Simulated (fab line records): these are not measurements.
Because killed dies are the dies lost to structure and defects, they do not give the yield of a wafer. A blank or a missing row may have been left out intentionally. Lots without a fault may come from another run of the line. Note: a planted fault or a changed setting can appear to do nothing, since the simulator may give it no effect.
Matching of chambers	flow gf180mcu	GF_V5_CMP_26 on cmp-01: 4 sister chambers
The step polishes, stops on SiO2, t overpolish 15 s, target thk 0 nm. 4 wafers are shown with their chamber, then 8 later ones without.

== WAFERS, EACH WITH ITS CHAMBER ==
wafer	chamber	motor_current_A (A)
L884.4	1	10.6
L885.4	0	11.9
L885.6	2	10.6
L887.1	3	10.1

== WAFERS WITH NO CHAMBER GIVEN ==
wafer	motor_current_A (A)
L887.2	11.7
L887.6	9.8
L900.2	11.0
L900.3	12.6
L900.4	10.1
L902.3	10.5
L902.4	10.3
L902.6	11.0

== WHICH CHAMBER EACH ONE RAN IN ==
wafer	from the rows above	in truth
L887.2	0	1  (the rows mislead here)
L887.6	can't be placed: 3 or 1 or 2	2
L900.2	can't be placed: 1 or 2 or 0 or 3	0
L900.3	0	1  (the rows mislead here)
L900.4	can't be placed: 3 or 1 or 2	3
L902.3	can't be placed: 1 or 2 or 3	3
L902.4	can't be placed: 3 or 1 or 2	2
L902.6	can't be placed: 1 or 2 or 0 or 3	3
Correct placement for 0 of the 8. From these rows, 6 cannot be placed; in 6 the true chamber is one of the candidates. Placed wrongly: 2.
How it was worked out, from the rows above alone: a wafer's distance from a chamber is the root of the sum, over the readings, of the square of ((its reading less the chamber's mean) divided by the reading's scatter). The wafer belongs to the nearest chamber; if the next one is less than 2 further off, it can't be placed. For every chamber, the mean is computed from those of its wafers that are shown. The scatter: root of mean squared gap, hidden wafer to nearest shown wafer, with one shown wafer a chamber.
